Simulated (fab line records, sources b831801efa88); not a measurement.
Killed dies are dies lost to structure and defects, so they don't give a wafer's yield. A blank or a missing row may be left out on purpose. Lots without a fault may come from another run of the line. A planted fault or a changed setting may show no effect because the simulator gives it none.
One fault seen from 2 desks | flow sfq_line | each desk has only its own numbers; what lay behind them comes last

THE TOOL OWNER'S DESK: pvd_sputter-05
The tool's own readings at SFQ_TRILAYER_M1_DEP_SPUTTER_037 (material Nb, target thk 200 nm, time 133.3 s): means of the sampled wafers that have a number, for each lot that ran on this tool. A lot is out of limits, marked OUT, if its mean lies more than 4 standard deviations from the usual mean; the brackets give that distance.
Columns: A = substrate_temp_c at SFQ_TRILAYER_M1_DEP_SPUTTER_037, usual 20.00 C; B = throttle_valve_pct at SFQ_TRILAYER_M1_DEP_SPUTTER_037, usual 30.3 %
lot  | first seen here | A     | B
L836 | day 19 22:50    | 19.95 | 30.8
L843 | day 21 11:46    | 19.93 | 30.9
L857 | day 27 01:37    | 19.97 | 30.8
L858 | day 28 04:06    | 20.03 | 31.5
This desk's finding: nothing out of limits on any of the 4 lots.

THE METROLOGY DESK
What the gauges read, lot by lot, whatever tool the lot ran on: means of the sampled wafers that have a number. A lot is out of limits, marked OUT, if its mean lies more than 4 standard deviations from the usual mean; the brackets give that distance.
Columns: A = M1_NB_RS at SFQ_M1_RS_MEAS_909, usual 0.890 ohm/sq
lot  | first seen here | A
L836 | day 19 22:57    | 0.886
L837 | day 20 09:10    | 0.891
L838 | day 20 21:16    | 0.907
L839 | day 20 23:43    | 0.886
L843 | day 21 11:54    | 0.888
L844 | day 21 15:32    | 0.891
L845 | day 21 16:29    | 0.900
L846 | day 21 22:38    | 0.884
L849 | day 24 02:11    | 0.871
L850 | day 24 09:23    | 0.880
L856 | day 26 18:41    | 0.891
L857 | day 27 01:44    | 0.765 (-10) OUT
L858 | day 28 04:11    | 0.773 (-9.8) OUT
L859 | day 28 11:25    | 0.898
This desk's finding: out of limits on L857, L858; first on L857, day 27 01:44 (M1_NB_RS at SFQ_M1_RS_MEAS_909). In limits: L836, L837, L838, L839, L843, L844, L845, L846, L849, L850, L856, L859.

PUT TOGETHER
The metrology desk could have raised an alarm at day 27 01:44, on L857, L858.
The tool owner's desk saw nothing out of limits.
The tool owner's desk has L857, L858 on record, within its limits.
Of the lots named, all ran SFQ_TRILAYER_M1_DEP_SPUTTER_037 on pvd_sputter-05.

WHAT THE SIMULATOR HAD PUT IN
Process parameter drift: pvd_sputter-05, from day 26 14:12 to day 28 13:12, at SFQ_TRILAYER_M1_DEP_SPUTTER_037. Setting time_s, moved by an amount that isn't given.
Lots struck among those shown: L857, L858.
Hours from the fault's start to each desk's first reading out of limits: the metrology desk, 12.
